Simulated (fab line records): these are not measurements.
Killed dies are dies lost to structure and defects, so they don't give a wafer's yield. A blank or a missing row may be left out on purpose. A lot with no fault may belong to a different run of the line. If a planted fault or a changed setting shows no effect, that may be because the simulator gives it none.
Matching of chambers ; flow gf180mcu ; rie-diel-03 running GF_SAB_ETCH_11: 4 sister chambers
The step etches SiO2 in C4F8/O2/Ar, target depth 55 nm, time 8.5 s. 18 wafers are shown with their chamber, then 9 later ones without.

== WAFERS WITH THEIR CHAMBER ==
wafer;chamber;oes-product-au (a.u.)
L915.1;0;1.002
L915.3;3;1.002
L915.6;2;1.000
L916.2;3;1.017
L916.4;0;1.007
L916.5;3;1.009
L920.3;2;1.010
L920.5;2;0.992
L920.6;1;0.994
L921.2;1;0.987
L921.3;3;0.991
L921.6;3;0.995
L924.3;2;0.997
L924.4;1;1.001
L924.6;0;0.997
L926.4;3;1.000
L926.5;0;1.012
L927.2;3;1.009

SIGNATURES, as means of the wafers listed above
reading;chamber 0;chamber 1;chamber 2;chamber 3;scatter within a chamber
oes-product-au;1.00450;0.99400;0.99975;1.00329;0.00793
Rule: a wafer lies at a distance from a chamber equal to the root of the sum of squares, over the readings, of (its reading less the chamber's mean, divided by the reading's scatter). The wafer belongs to the nearest chamber; if the next one is less than 2 further off, it can't be placed. The scatter: take each reading less its chamber's mean, square it, sum over the shown wafers, divide by the number of wafers less the number of chambers, and take the root.

== WAFERS MISSING THEIR CHAMBER ==
wafer;oes-product-au (a.u.)
L927.5;0.998
L930.2;0.985
L930.3;0.997
L934.1;0.992
L934.3;1.000
L934.4;1.008
L935.1;1.004
L935.5;1.002
L935.6;1.008

== WHICH CHAMBER EACH WENT THROUGH ==
wafer;from the rows above;in truth
L927.5;can't be placed: 2 or 1 or 3 or 0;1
L930.2;can't be placed: 1 or 2 or 3 or 0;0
L930.3;can't be placed: 2 or 1 or 3 or 0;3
L934.1;can't be placed: 1 or 2 or 3 or 0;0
L934.3;can't be placed: 2 or 3 or 0 or 1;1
L934.4;can't be placed: 0 or 3 or 2 or 1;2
L935.1;can't be placed: 0 or 3 or 2 or 1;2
L935.5;can't be placed: 3 or 2 or 0 or 1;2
L935.6;can't be placed: 0 or 3 or 2 or 1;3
Correct placement for 0 of the 9. Cannot be placed on the basis of these rows: 9; the candidates contain the true chamber in 9. Wrongly placed: 0.
